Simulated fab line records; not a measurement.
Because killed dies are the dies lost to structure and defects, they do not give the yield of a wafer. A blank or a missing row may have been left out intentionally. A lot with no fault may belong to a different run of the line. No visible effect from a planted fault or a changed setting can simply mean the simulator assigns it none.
fab line records	flow sky130
record lots=11	wafers=33	last_day=50
route steps=708 shown FIELD_ISO@18 DNWELL@43 VT_ADJUST_HVTP@95 PAD_OPEN@708
lots that met no fault: taken from a fault-free run of the same line
start_h: hours from the record's opening day to when the first of the lot's shown wafers began	wait_h: time in hours since the lot's previous step	" as in the row above	L1.1+2: a single row standing in for several wafers	- value missing, or start not given	* or withheld: withheld	< > ~ a bound
route shown NAME@n: a module of which the file shows steps, and the number in the route of the first	usual: mean and standard deviation over wafers with no fault	same: alike in all rows	chamber/n: place in a boat	sites: readings site by site	_std_site: standard deviation across them	_edge_site: inner sites' mean taken away from outer sites' mean	radius_mm: how far each site lies from the wafer's centre	mask NAME#n: copy n	behind: tool/chamber where the wafer was last shaped	hold: reason for holding the lot/hours on hold/outcome of the hold	device: whichever transistor did not switch (one of n, p or np)	end of line: tests of these same wafers at the route's end	for a step that has no rows: nothing shown but its recipe	killed: not the wafer's yield, but the dies lost to structure and defects at the first sort	map: dies across one wafer; x = killed, . = not, _ = none there
set.NAME: the setting that was run; set.NAME@STEP: the one run at that earlier step	model.NAME: the simulator's own value behind a step, which no gauge read
one table for each step of the route and one row for each wafer, over a sample of lots
services: the hour from which a tool's chamber was out of use, counted from the record's first day as start_h (under 0 if before that day), plus the number of hours and why
## steps
# step SKY_FIELD_ISO_ETCH_17
# recipe target_depth_a=3420	mask_material=Si3N4	chemistry=HBr/Cl2/O2	target=Si	taper_deg=5	icp_w=600	bias_w=150	pressure_mtorr=15	HBr_flow_sccm=150	Cl2_flow_sccm=40	O2_flow_sccm=6	time_s=97.7
# usual O2_flow_sccm=5.999/0.018	drypump_motor_current_A=5.50/0.29	oes_product_au=1.004/0.014	rf_fwd_power_W=596.4/1.9	throttle_valve_pct=25.652/0.014
lot.wafer	tool	chamber	start_h	wait_h	O2_flow_sccm	drypump_motor_current_A	oes_product_au	rf_fwd_power_W	rf_hours_counter_h	throttle_valve_pct
L648.2	rie_si-02	1	29.06	0.1	5.972	5.09	0.994	593.8	53	25.652
L648.3	"	2	"	"	5.990	5.96	0.994	597.4	2	25.674
L648.6	"	1	"	"	6.005	5.07	1.001	596.5	-	25.660
L650.3	rie_si-01	2	39.95	0.0	5.993	5.41	1.009	596.5	144	25.625
L650.4	"	1	"	"	6.017	5.71	1.002	597.6	92	25.648
L650.5	"	1	"	"	6.041	5.72	0.993	597.4	-	25.654
L652.1	rie_si-01	2	51.06	0.1	5.970	5.39	1.015	595.7	144	25.645
L652.4	"	2	"	"	5.988	5.40	1.019	598.5	-	25.648
L652.6	"	0	"	"	6.004	5.45	1.024	600.3	-	25.634
L655.1	rie_si-02	1	67.40	0.1	6.002	5.06	1.002	596.1	53	25.665
L655.3	"	2	"	"	5.976	5.96	0.990	597.7	3	25.663
L655.5	"	3	"	"	6.001	5.07	0.987	594.4	-	25.690
L657.1	rie_si-01	1	78.10	0.1	6.023	5.71	1.008	597.5	92	25.639
L657.5	"	1	"	"	6.004	5.72	1.006	597.2	-	25.650
L657.6	"	2	"	"	5.974	5.43	1.014	596.2	-	25.646
L659.1	rie_si-01	1	90.65	0.1	5.989	5.70	1.006	594.8	92	25.656
L659.3	"	0	"	"	6.005	5.42	1.002	597.9	56	25.666
L659.5	"	2	"	"	6.030	5.43	1.002	595.3	-	25.654
L660.1	rie_si-01	2	95.29	0.1	6.010	5.44	1.003	595.6	144	25.654
L660.2	"	3	"	"	5.994	5.85	0.994	593.8	2	25.659
L660.6	"	3	"	"	5.963	5.86	0.987	592.0	-	25.669
L663.3	rie_si-01	0	114.85	0.0	5.993	5.45	0.902	599.6	56	25.721
L663.5	"	3	"	"	6.009	5.85	0.992	594.2	-	25.678
L663.6	"	0	"	"	5.964	5.46	0.910	597.7	-	25.720
L664.2	rie_si-02	0	116.70	0.1	5.994	5.45	1.022	595.6	8	25.658
L664.4	"	3	"	"	6.026	5.07	0.974	595.7	2	25.668
L664.6	"	0	"	"	5.993	5.44	1.036	597.0	-	25.636
L668.1	rie_si-02	3	132.64	0.1	5.992	5.06	0.975	595.0	3	25.661
L668.4	"	2	"	"	5.983	5.96	1.001	602.4	3	25.667
L668.5	"	0	"	"	5.999	5.44	1.021	594.2	-	25.642
L671.1	rie_si-02	0	147.61	0.1	5.985	5.43	1.034	593.9	9	25.656
L671.4	"	3	"	"	6.024	5.06	0.972	596.0	3	25.659
L671.6	"	2	"	"	5.996	5.96	1.006	597.3	-	25.651
# step SKY_FIELD_ISO_CMP_27
# recipe stop_on=Si3N4	t_overpolish_s=16	down_force_psi=4	platen_rpm=60	target_thk_nm=457.8	pad_velocity_m_s=0.94248
# usual motor_current_A=11.7/1.4	overpolish_run_s=16.001/0.0085	slurry_flow_ml_min=150.0/0.42	time_to_endpoint_s=112/7
lot.wafer	tool	chamber	start_h	wait_h	motor_current_A	overpolish_run_s	slurry_flow_ml_min	time_to_endpoint_s
L648.2	cmp-01	2	34.11	0.0	12.5	16.009	150.8	107
L648.3	"	1	"	"	11.1	16.006	149.4	113
L648.6	"	3	"	"	14.0	16.003	149.9	100
L650.4	cmp-01	1	45.73	0.0	11.9	15.997	149.5	113
L650.3	"	2	"	"	11.6	16.004	149.7	106
L650.5	"	2	"	"	12.0	15.997	149.5	109
L652.4	cmp-01	3	55.14	0.6	14.1	15.998	149.4	105
L652.1	"	1	"	"	12.2	16.001	149.7	112
L652.6	"	0	"	"	10.6	15.998	150.0	104
L655.3	cmp-02	1	81.12	0.0	9.6	15.990	149.3	114
L655.1	"	0	"	"	11.4	16.006	149.8	127
L655.5	"	1	"	"	10.4	15.987	149.7	119
L657.1	cmp-02	0	89.48	2.1	11.0	16.022	149.6	123
L657.5	"	0	"	"	11.4	16.011	150.2	127
L657.6	"	1	"	"	9.9	16.005	149.6	111
L659.3	cmp-02	3	99.03	0.0	11.3	16.006	149.4	122
L659.1	"	0	"	"	10.8	15.988	149.9	124
L659.5	"	3	"	"	11.1	15.998	149.6	122
L660.2	cmp-01	0	100.58	0.1	10.3	15.987	149.8	96
L660.1	"	2	"	"	12.5	15.980	150.0	106
L660.6	"	0	"	"	10.5	16.006	150.0	98
L663.3	cmp-02	0	119.50	0.1	12.1	15.997	148.8	121
L663.5	"	3	"	"	11.1	15.990	149.9	118
L663.6	"	0	"	"	12.0	16.004	149.6	124
L664.4	cmp-01	3	121.00	0.1	15.1	15.997	150.2	112
L664.2	"	0	"	"	10.3	16.007	149.5	105
L664.6	"	3	"	"	14.1	16.003	149.7	106
L668.1	cmp-01	2	139.66	0.1	12.3	15.992	149.2	113
L668.4	"	3	"	"	13.4	16.015	150.4	104
L668.5	"	1	"	"	11.6	16.002	149.9	113
L671.1	cmp-02	3	152.65	0.0	11.1	16.009	150.2	115
L671.4	"	0	"	"	11.3	16.016	150.0	119
L671.6	"	0	"	"	11.2	16.007	150.6	121
# step SKY_DNWELL_STRIP_08
# recipe chemistry=O2/N2	power_w=1400	pressure_mtorr=1500	platen_temp_c=withheld	o2_flow_sccm=3000	n2_flow_sccm=300	overash_fraction=0.5
# usual drypump_motor_current_A=5.84/0.28	n2_flow_sccm=300.1/0.96	oes_product_au=0.723/0.0048	strip_time_to_endpoint_s=36.90/0.093
lot.wafer	tool	chamber	start_h	wait_h	drypump_motor_current_A	n2_flow_sccm	oes_product_au	rf_hours_counter_h	strip_time_to_endpoint_s
L648.2	plasma_asher-01	0	51.25	0.1	5.73	300.7	0.726	24	36.82
L648.3	"	1	"	"	5.89	299.8	0.717	-	36.96
L648.6	"	1	"	"	5.87	300.6	0.728	-	36.91
L650.3	plasma_asher-03	1	64.50	0.1	5.65	300.4	0.736	-	36.91
L650.4	"	0	"	"	6.05	299.9	0.729	-	36.89
L650.5	"	0	"	"	6.03	300.9	0.725	-	36.81
L652.1	plasma_asher-03	0	73.89	0.1	6.05	298.8	0.724	40	36.84
L652.4	"	0	"	"	6.03	298.3	0.721	-	36.84
L652.6	"	1	"	"	5.66	301.0	0.719	-	36.90
L655.1	plasma_asher-01	0	105.29	0.1	5.72	299.8	0.723	30	37.02
L655.3	"	0	"	"	5.72	300.0	0.721	-	36.97
L655.5	"	1	"	"	5.89	301.6	0.724	-	37.10
L657.1	plasma_asher-01	1	111.84	0.1	5.91	299.3	0.719	30	36.88
L657.5	"	0	"	"	5.72	298.8	0.719	-	36.93
L657.6	"	1	"	"	5.89	299.0	0.723	-	37.07
L659.1	plasma_asher-03	1	119.92	0.1	5.61	299.9	0.729	43	36.81
L659.3	"	1	"	"	5.64	300.3	0.727	-	37.04
L659.5	"	1	"	"	5.62	296.9	0.722	-	36.90
L660.1	plasma_asher-04	1	121.61	0.1	5.38	300.2	0.719	0	36.99
L660.2	"	0	"	"	6.58	299.8	0.719	0	36.96
L660.6	"	0	"	"	6.58	300.0	0.723	-	36.95
L663.3	plasma_asher-01	0	141.18	0.1	5.71	300.7	0.728	-	36.97
L663.5	"	0	"	"	5.72	300.2	0.724	-	37.10
L663.6	"	1	"	"	5.91	299.3	0.716	-	36.83
L664.2	plasma_asher-03	0	142.27	0.1	6.06	299.8	0.726	45	36.94
L664.4	"	1	"	"	5.64	300.4	0.725	-	36.90
L664.6	"	1	"	"	5.60	298.4	0.716	-	37.08
L668.1	plasma_asher-01	0	162.74	0.1	5.72	299.7	0.720	36	36.89
L668.4	"	0	"	"	5.72	298.5	0.724	-	36.79
L668.5	"	1	"	"	5.86	302.0	0.721	-	36.73
L671.1	plasma_asher-01	0	175.69	0.1	5.71	299.1	0.722	37	36.90
L671.4	"	0	"	"	5.72	298.5	0.715	-	36.94
L671.6	"	1	"	"	5.89	298.6	0.722	-	36.87
# step SKY_VT_ADJUST_HVTP_STRIP_10
# recipe chemistry=O2/N2	power_w=1400	pressure_mtorr=1500	platen_temp_c=withheld	o2_flow_sccm=3000	n2_flow_sccm=300	overash_fraction=0.5
# usual drypump_motor_current_A=5.64/0.24	n2_flow_sccm=299.9/0.76	oes_product_au=0.715/0.005	strip_time_to_endpoint_s=14.16/0.03
lot.wafer	tool	chamber	start_h	wait_h	drypump_motor_current_A	n2_flow_sccm	oes_product_au	rf_hours_counter_h	strip_time_to_endpoint_s
L648.2	plasma_asher-03	1	117.35	0.1	5.61	298.9	0.699	43	14.17
L648.3	"	0	"	"	6.06	299.5	0.717	-	14.18
L648.6	"	1	"	"	5.63	299.0	0.717	-	14.18
L650.3	plasma_asher-02	0	132.88	0.1	5.35	299.7	0.708	-	14.11
L650.4	"	1	"	"	5.49	300.0	0.716	-	14.17
L650.5	"	0	"	"	5.33	299.6	0.721	-	14.12
L652.1	plasma_asher-03	0	144.84	0.1	6.01	299.8	0.717	45	14.17
L652.4	"	1	"	"	5.62	298.6	0.718	-	14.18
L652.6	"	1	"	"	5.61	300.8	0.710	-	14.18
L655.1	plasma_asher-02	0	182.00	0.1	5.34	301.3	0.713	48	14.12
L655.3	"	1	"	"	5.49	300.9	0.704	-	14.10
L655.5	"	0	"	"	5.34	299.6	0.720	-	14.13
L657.1	plasma_asher-01	1	190.69	0.1	5.88	300.5	0.719	39	14.18
L657.5	"	0	"	"	5.73	300.6	0.718	-	14.15
L657.6	"	1	"	"	5.90	300.6	0.717	-	14.13
L659.1	plasma_asher-01	0	198.54	0.1	5.72	299.9	0.719	39	14.09
L659.3	"	1	"	"	5.89	299.0	0.716	-	14.13
L659.5	"	1	"	"	5.90	299.2	0.718	-	14.16
L660.1	plasma_asher-02	1	201.54	0.1	5.49	299.9	0.716	50	14.18
L660.2	"	0	"	"	5.36	300.3	0.714	50	14.19
L660.6	"	1	"	"	5.48	300.3	0.717	-	14.20
L663.3	plasma_asher-02	1	226.02	0.1	5.46	299.3	0.717	-	14.12
L663.5	"	1	"	"	5.49	300.1	0.717	-	14.16
L663.6	"	0	"	"	5.35	299.6	0.710	-	14.19
L664.2	plasma_asher-03	0	226.15	0.1	6.05	300.2	0.723	53	14.15
L664.4	"	1	"	"	5.64	300.3	0.717	-	14.16
L664.6	"	0	"	"	6.04	300.5	0.714	-	14.16
L668.1	plasma_asher-03	1	249.09	0.1	5.64	298.8	0.717	55	14.19
L668.4	"	0	"	"	6.03	300.3	0.715	-	14.21
L668.5	"	0	"	"	6.05	299.5	0.713	-	14.16
L671.1	plasma_asher-02	0	264.59	0.1	5.35	299.6	0.726	56	14.18
L671.4	"	0	"	"	5.35	299.7	0.712	-	14.14
L671.6	"	0	"	"	5.36	299.9	0.724	-	14.19
# step SKY_PAD_OPEN_PROBE_99
# usual killed_at_M0_to_M3=44/7.7	killed_at_M4_up=3.0/1.9	killed_at_contacts=25/5.6	killed_at_front_end=15/4.6	killed_at_other=0.3/0.47	killed_dies=86/9.9	killed_open=47/7.4	killed_short=39/5.9
# same gross_dies=492	killed_at_back_side=0
lot.wafer	tool	chamber	start_h	wait_h	killed_at_M0_to_M3	killed_at_M4_up	killed_at_contacts	killed_at_front_end	killed_at_other	killed_dies	killed_open	killed_short
L650.3	prober-01	-	1090.76	0.2	30	8	29	8	0	75	39	36
L650.4	prober-01	-	1090.81	0.2	43	9	20	14	0	86	46	40
L650.5	prober-01	-	1090.86	0.2	42	4	39	10	0	95	55	40
L648.2	prober-02	-	1091.90	0.1	49	4	31	7	0	91	51	40
L648.3	prober-02	-	1091.95	0.2	37	2	22	17	1	79	35	44
L648.6	prober-02	-	1092.10	0.2	54	1	26	13	1	95	58	37
L652.1	prober-01	-	1110.24	0.1	57	2	30	16	0	105	62	43
L652.4	prober-01	-	1110.39	0.2	48	0	26	11	1	86	46	40
L652.6	prober-01	-	1110.49	0.2	55	5	24	16	1	101	59	42
L655.1	prober-02	-	1133.05	0.1	33	4	27	9	0	73	37	36
L655.3	prober-02	-	1133.15	0.2	37	2	23	13	0	75	37	38
L655.5	prober-02	-	1133.25	0.2	42	2	20	9	0	73	36	37
L657.1	prober-02	-	1143.96	0.1	56	6	18	21	0	101	65	36
L657.5	prober-02	-	1144.16	0.2	54	3	23	16	1	97	55	42
L657.6	prober-02	-	1144.21	0.2	53	0	17	12	0	82	38	44
L659.1	prober-02	-	1146.56	0.1	38	2	38	15	0	93	48	45
L659.3	prober-02	-	1146.66	0.2	39	0	21	18	0	78	46	32
L659.5	prober-02	-	1146.76	0.2	58	0	19	9	0	86	56	30
L660.1	prober-01	-	1153.56	0.1	46	1	29	21	1	98	57	41
L660.2	prober-01	-	1153.61	0.1	47	4	25	24	1	101	59	42
L660.6	prober-01	-	1153.81	0.2	34	3	27	22	0	86	50	36
L663.3	prober-01	-	1169.15	0.2	46	3	18	17	0	84	52	32
L663.5	prober-01	-	1169.25	0.2	43	3	21	15	0	82	42	40
L663.6	prober-01	-	1169.30	0.2	56	0	22	26	0	104	56	44
L664.2	prober-02	-	1176.48	0.1	37	2	24	22	0	85	38	47
L664.4	prober-02	-	1176.58	0.2	41	4	25	8	1	79	47	32
L664.6	prober-02	-	1176.68	0.2	34	4	25	10	1	74	44	30
L668.1	prober-02	-	1189.91	0.1	41	6	25	9	0	81	49	32
L668.4	prober-02	-	1190.06	0.2	28	3	23	20	0	74	40	30
L668.5	prober-02	-	1190.11	0.2	40	1	24	11	2	78	37	41
L671.1	prober-01	-	1197.57	0.1	47	4	23	18	0	92	47	45
L671.4	prober-01	-	1197.72	0.2	43	3	20	19	0	85	42	43
L671.6	prober-01	-	1197.82	0.2	38	8	29	13	0	88	42	46
# killed by level:class
L650.3 CONTACT:geometric_particle:open=11 VIA1:geometric_particle:open=8 LI_CONTACT:geometric_particle:open=7 LOCAL_INTERCONNECT:geometric_particle:short=6 METAL2:geometric_particle:short=6 METAL4:geometric_particle:short=5 VIA2:geometric_particle:open=4 CONTACT:geometric_particle:short=4
L650.4 VIA1:geometric_particle:open=12 CONTACT:geometric_particle:open=11 METAL2:geometric_particle:short=7 METAL4:geometric_particle:short=7 VIA2:geometric_particle:open=6 LOCAL_INTERCONNECT:geometric_particle:short=5 METAL1:geometric_particle:short=4 VIA3:geometric_particle:short=4
L650.5 VIA1:geometric_particle:open=16 LI_CONTACT:geometric_particle:open=13 CONTACT:geometric_particle:open=11 CONTACT:geometric_particle:short=7 VIA3:geometric_particle:open=7 LI_CONTACT:geometric_particle:short=5 METAL1:geometric_particle:short=5 POLY_GATE:geometric_particle:short=4
L648.2 CONTACT:geometric_particle:open=10 VIA3:geometric_particle:open=9 LI_CONTACT:geometric_particle:open=8 VIA2:geometric_particle:open=8 METAL1:geometric_particle:short=7 LOCAL_INTERCONNECT:geometric_particle:short=7 VIA1:geometric_particle:open=6 METAL2:geometric_particle:short=4
L648.3 VIA1:geometric_particle:open=8 VIA3:geometric_particle:open=8 FIELD_ISO:geometric_particle:short=6 LI_CONTACT:geometric_particle:open=6 LOCAL_INTERCONNECT:geometric_particle:short=6 VIA1:geometric_particle:short=6 METAL1:geometric_particle:short=5 FIELD_ISO:geometric_particle:open=4
L648.6 VIA1:geometric_particle:open=13 CONTACT:geometric_particle:open=11 VIA3:geometric_particle:open=8 LI_CONTACT:geometric_particle:open=7 VIA1:geometric_particle:short=7 VIA2:geometric_particle:open=6 METAL1:geometric_particle:short=5 CONTACT:geometric_particle:short=4
L652.1 VIA1:geometric_particle:open=13 VIA2:geometric_particle:open=11 LI_CONTACT:geometric_particle:open=9 CONTACT:geometric_particle:open=8 LOCAL_INTERCONNECT:geometric_particle:short=6 METAL2:geometric_particle:short=6 VIA3:geometric_particle:open=6 FIELD_ISO:geometric_particle:short=5
L652.4 VIA1:geometric_particle:open=14 CONTACT:geometric_particle:open=11 METAL2:geometric_particle:short=7 VIA3:geometric_particle:open=6 LOCAL_INTERCONNECT:geometric_particle:short=6 METAL1:geometric_particle:short=5 FIELD_ISO:geometric_particle:open=4 VIA1:geometric_particle:short=4
L652.6 VIA1:geometric_particle:open=14 CONTACT:geometric_particle:open=10 METAL1:geometric_particle:short=8 VIA2:geometric_particle:open=7 VIA3:geometric_particle:open=7 VIA1:geometric_particle:short=5 LI_CONTACT:geometric_particle:short=4 METAL2:geometric_particle:short=4
L655.1 CONTACT:geometric_particle:open=11 VIA1:geometric_particle:open=9 LOCAL_INTERCONNECT:geometric_particle:short=7 LI_CONTACT:geometric_particle:open=6 VIA2:geometric_particle:open=6 METAL2:geometric_particle:short=6 FIELD_ISO:geometric_particle:open=4 METAL4:geometric_particle:short=4
L655.3 CONTACT:geometric_particle:open=9 METAL1:geometric_particle:short=6 VIA1:geometric_particle:open=6 FIELD_ISO:geometric_particle:short=5 LI_CONTACT:geometric_particle:open=5 LI_CONTACT:geometric_particle:short=4 VIA1:geometric_particle:short=4 VIA3:geometric_particle:short=4
L655.5 VIA1:geometric_particle:short=9 LI_CONTACT:geometric_particle:open=7 METAL1:geometric_particle:short=7 CONTACT:geometric_particle:open=6 VIA1:geometric_particle:open=5 METAL2:geometric_particle:short=5 FIELD_ISO:geometric_particle:open=3 POLY_GATE:geometric_particle:open=3
L657.1 VIA1:geometric_particle:open=13 VIA2:geometric_particle:open=10 CONTACT:geometric_particle:open=9 METAL1:geometric_particle:short=7 VIA3:geometric_particle:open=7 POLY_GATE:geometric_particle:open=6 VIA1:geometric_particle:short=6 METAL2:geometric_particle:short=6
L657.5 VIA1:geometric_particle:open=15 CONTACT:geometric_particle:open=11 VIA2:geometric_particle:open=8 FIELD_ISO:geometric_particle:short=6 METAL1:geometric_particle:short=6 FIELD_ISO:geometric_particle:open=5 VIA1:geometric_particle:short=5 METAL2:geometric_particle:short=5
L657.6 METAL1:geometric_particle:short=9 VIA1:geometric_particle:open=8 CONTACT:geometric_particle:open=7 LI_CONTACT:geometric_particle:open=7 VIA3:geometric_particle:open=7 VIA3:geometric_particle:short=6 VIA2:geometric_particle:open=5 METAL3:geometric_particle:short=5
L659.1 CONTACT:geometric_particle:open=12 LI_CONTACT:geometric_particle:open=11 CONTACT:geometric_particle:short=8 FIELD_ISO:geometric_particle:short=6 VIA3:geometric_particle:open=6 VIA3:geometric_particle:short=6 METAL3:geometric_particle:short=5 VIA1:geometric_particle:short=4
L659.3 CONTACT:geometric_particle:open=11 VIA1:geometric_particle:open=8 FIELD_ISO:geometric_particle:open=6 VIA3:geometric_particle:open=6 VIA2:geometric_particle:open=6 VIA1:geometric_particle:short=6 POLY_GATE:geometric_particle:open=5 METAL3:geometric_particle:short=4
L659.5 VIA1:geometric_particle:open=14 VIA3:geometric_particle:open=11 VIA2:geometric_particle:open=10 LI_CONTACT:geometric_particle:open=7 METAL2:geometric_particle:short=6 POLY_GATE:geometric_particle:open=5 CONTACT:geometric_particle:open=5 METAL1:geometric_particle:short=4
L660.1 VIA1:geometric_particle:open=14 CONTACT:geometric_particle:open=13 VIA3:geometric_particle:open=8 METAL1:geometric_particle:short=8 POLY_GATE:geometric_particle:short=6 LI_CONTACT:geometric_particle:open=6 FIELD_ISO:geometric_particle:open=4 POLY_GATE:geometric_particle:open=4
L660.2 VIA1:geometric_particle:open=15 CONTACT:geometric_particle:open=9 VIA3:geometric_particle:open=8 METAL1:geometric_particle:short=7 LI_CONTACT:geometric_particle:open=6 VIA1:geometric_particle:short=6 FIELD_ISO:geometric_particle:short=5 VIA2:geometric_particle:open=5
L660.6 CONTACT:geometric_particle:open=11 LI_CONTACT:geometric_particle:open=8 VIA1:geometric_particle:open=8 METAL2:geometric_particle:short=7 FIELD_ISO:geometric_particle:short=6 POLY_GATE:geometric_particle:open=6 VIA3:geometric_particle:open=5 POLY_GATE:geometric_particle:short=4
L663.3 CONTACT:geometric_particle:open=9 VIA2:geometric_particle:open=9 VIA1:geometric_particle:open=8 POLY_GATE:geometric_particle:open=7 VIA3:geometric_particle:open=7 METAL2:geometric_particle:short=6 METAL1:geometric_particle:short=5 POLY_GATE:geometric_particle:short=4
L663.5 CONTACT:geometric_particle:open=9 VIA1:geometric_particle:open=9 VIA3:geometric_particle:open=8 POLY_GATE:geometric_particle:short=6 VIA1:geometric_particle:short=5 VIA3:geometric_particle:short=5 FIELD_ISO:geometric_particle:short=4 LI_CONTACT:geometric_particle:open=4
L663.6 VIA1:geometric_particle:open=10 VIA3:geometric_particle:short=10 POLY_GATE:geometric_particle:open=8 VIA3:geometric_particle:open=8 FIELD_ISO:geometric_particle:open=6 LOCAL_INTERCONNECT:geometric_particle:short=6 CONTACT:geometric_particle:open=6 METAL3:geometric_particle:short=5
L664.2 CONTACT:geometric_particle:open=11 FIELD_ISO:geometric_particle:short=7 METAL1:geometric_particle:short=7 VIA2:geometric_particle:open=6 VIA1:geometric_particle:open=6 FIELD_ISO:geometric_particle:open=4 POLY_GATE:geometric_particle:short=4 POLY_GATE:geometric_particle:open=4
L664.4 VIA1:geometric_particle:open=13 CONTACT:geometric_particle:open=12 VIA3:geometric_particle:open=7 VIA2:geometric_particle:open=5 LI_CONTACT:geometric_particle:open=4 LOCAL_INTERCONNECT:geometric_particle:short=4 VIA1:geometric_particle:short=4 FIELD_ISO:geometric_particle:short=3
L664.6 VIA1:geometric_particle:open=13 LI_CONTACT:geometric_particle:open=7 CONTACT:geometric_particle:open=7 LI_CONTACT:geometric_particle:short=5 VIA3:geometric_particle:open=5 VIA2:geometric_particle:open=4 METAL2:geometric_particle:short=4 LOCAL_INTERCONNECT:geometric_particle:short=3
L668.1 VIA1:geometric_particle:open=13 LI_CONTACT:geometric_particle:open=9 VIA2:geometric_particle:open=8 CONTACT:geometric_particle:short=6 CONTACT:geometric_particle:open=5 VIA3:geometric_particle:open=5 METAL2:geometric_particle:short=4 METAL4:geometric_particle:short=4
L668.4 CONTACT:geometric_particle:open=12 VIA2:geometric_particle:open=7 FIELD_ISO:geometric_particle:open=5 FIELD_ISO:geometric_particle:short=4 CONTACT:geometric_particle:short=4 POLY_GATE:area_etch=4 METAL2:geometric_particle:open=3 SPACER:geometric_particle:short=3
L668.5 VIA3:geometric_particle:open=8 VIA1:geometric_particle:open=7 METAL2:geometric_particle:short=7 LI_CONTACT:geometric_particle:short=6 CONTACT:geometric_particle:short=6 FIELD_ISO:geometric_particle:open=5 LI_CONTACT:geometric_particle:open=5 VIA2:geometric_particle:short=5
L671.1 VIA1:geometric_particle:open=9 METAL1:geometric_particle:short=9 CONTACT:geometric_particle:open=8 VIA2:geometric_particle:open=7 VIA3:geometric_particle:open=7 LOCAL_INTERCONNECT:geometric_particle:short=6 VIA1:geometric_particle:short=6 FIELD_ISO:geometric_particle:short=5
L671.4 VIA2:geometric_particle:open=8 VIA3:geometric_particle:open=8 CONTACT:geometric_particle:short=7 FIELD_ISO:geometric_particle:short=6 METAL1:geometric_particle:short=5 CONTACT:geometric_particle:open=5 VIA1:geometric_particle:short=5 VIA1:geometric_particle:open=5
L671.6 CONTACT:geometric_particle:open=10 VIA1:geometric_particle:open=8 LI_CONTACT:geometric_particle:open=7 METAL1:geometric_particle:short=7 CONTACT:geometric_particle:short=5 LI_CONTACT:geometric_particle:short=4 VIA1:geometric_particle:short=4 METAL2:geometric_particle:short=4
## services
tool	chamber	start_h	hours	kind
cmp-02	-	7.33	1.9	repair
cmp-01	-	8.55	1.2	repair
cmp-01	-	14.50	9.6	pm
rie_si-01	3	44.51	15.3	repair
plasma_asher-01	-	63.65	2.8	pm
plasma_asher-03	-	76.59	3.0	repair
plasma_asher-03	-	81.00	9.2	repair
plasma_asher-03	-	81.67	0.3	repair
cmp-01	-	85.34	11.7	pm
plasma_asher-03	-	110.42	1.1	repair
plasma_asher-03	-	122.70	4.0	repair
plasma_asher-03	-	131.09	4.3	pm
rie_si-01	-	140.20	2.8	pm
cmp-01	-	146.04	1.8	repair
cmp-01	-	147.52	0.5	repair
plasma_asher-01	-	156.39	0.7	repair
plasma_asher-03	-	166.67	1.1	repair
rie_si-01	0	168.51	1.2	repair
cmp-01	-	173.24	2.8	repair
cmp-01	-	184.28	0.3	repair
cmp-01	-	187.70	3.1	repair
rie_si-01	0	208.92	10.2	repair
plasma_asher-03	-	218.71	0.6	repair
cmp-01	-	232.00	4.0	pm
## key
first_sign step=SKY_FIELD_ISO_ETCH_17	reading=oes_product_au	direction=down	sigmas=6.9	usual=1.004	struck=0.906
effect step=SKY_FIELD_ISO_ETCH_17	reading=throttle_valve_pct	direction=up	sigmas=5	usual=25.652	struck=25.720
met_at SKY_FIELD_ISO_ETCH_17
struck_lots L663
struck_wafers L663.3,L663.6
tester_left_out L663
not_acting_at SKY_FIELD_ISO_CMP_27,SKY_DNWELL_STRIP_08,SKY_VT_ADJUST_HVTP_STRIP_10
onset_between 90.65 114.85
fault kind=process_parameter_drift	tool=rie_si-01	chamber=0	onset_h=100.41	steps=SKY_FIELD_ISO_ETCH_17	channel=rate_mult	offset=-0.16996	shape=step	end_h=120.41
# tester_left_out: of these lots the tester's yield and bins aren't shown, on N5 and GAA mostly nor the transistor test; their killed dies are dies lost to structure and defects alone, not to doping, threshold or leakage, so they don't give the yield
